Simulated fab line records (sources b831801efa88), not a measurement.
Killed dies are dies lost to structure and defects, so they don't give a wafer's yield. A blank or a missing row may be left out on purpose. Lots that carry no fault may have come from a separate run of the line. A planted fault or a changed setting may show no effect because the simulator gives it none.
Which tool was responsible? -- flow gf180mcu -- Sampling: 6 lots, 17 wafers, 3 of 602 route steps

== WHAT THE GAUGES READ, wafer by wafer ==
GF_M3_RS_MEAS_05: measures by four-point-probe.
lot,measured,on,M3_ALCU_RS (ohm/sq)
L405,day 20 16:43,filmMetro-04,0.0677 0.0708 0.0691
L407,day 21 11:47,filmMetro-01,0.0696 0.0696 0.0689
L415,day 24 03:55,filmMetro-02,0.0681 0.0677 0.0683 0.0678
L423,day 26 16:49,filmMetro-02,0.0685 0.0690 0.0689
L425,day 27 15:00,filmMetro-02,0.0680 0.0702 0.0683
L426,day 28 04:43,filmMetro-01,0.0706 0.0709 0.0700

== EACH LOT AND THE TOOL THAT RAN IT (in order: tool; ch and the chambers of the sampled wafers; start) ==
lot,GF_V2_STRIP_18,GF_M3_SPUTTER_04
L405,"plasmaAsher-01 ch 0,1, day 20 15:14","pvdSputter-04, day 20 16:41"
L407,"plasmaAsher-02 ch 0, day 21 10:20","pvdSputter-02, day 21 11:44"
L415,"plasmaAsher-03 ch 0,1, day 24 02:28","pvdSputter-04, day 24 03:53"
L423,"plasmaAsher-02 ch 0,1, day 26 15:22","pvdSputter-03, day 26 16:46"
L425,"plasmaAsher-03 ch 0,1, day 27 13:34","pvdSputter-02, day 27 14:58"
L426,"plasmaAsher-01 ch 0,1, day 28 02:48","pvdSputter-03, day 28 04:38"
- GF_V2_STRIP_18: strips in O2/N2.
- GF_M3_SPUTTER_04: material TiN, target thk 50 nm, time 41.7 s.

== THE ANSWER, worked out from the rows above alone ==
Rule: the lots themselves supply what counts as usual. Put in order of their means at a reading, lots are off if they are a third of the lots or fewer, leave a main group of 4 or more, and stand apart from it by a gap of 3 or more times the standard deviation of the main group's means; of several such gaps the widest counts. Not used: any main group whose means are identical at the precision the tables above print for the reading. Also off: a lot with no number at a reading for which 4 or more lots have one. The other lots that the step has rows for count as sound.
No lot is off at any reading shown: from this, nothing can be told.

== WHAT WAS PUT IN BY THE SIMULATOR ==
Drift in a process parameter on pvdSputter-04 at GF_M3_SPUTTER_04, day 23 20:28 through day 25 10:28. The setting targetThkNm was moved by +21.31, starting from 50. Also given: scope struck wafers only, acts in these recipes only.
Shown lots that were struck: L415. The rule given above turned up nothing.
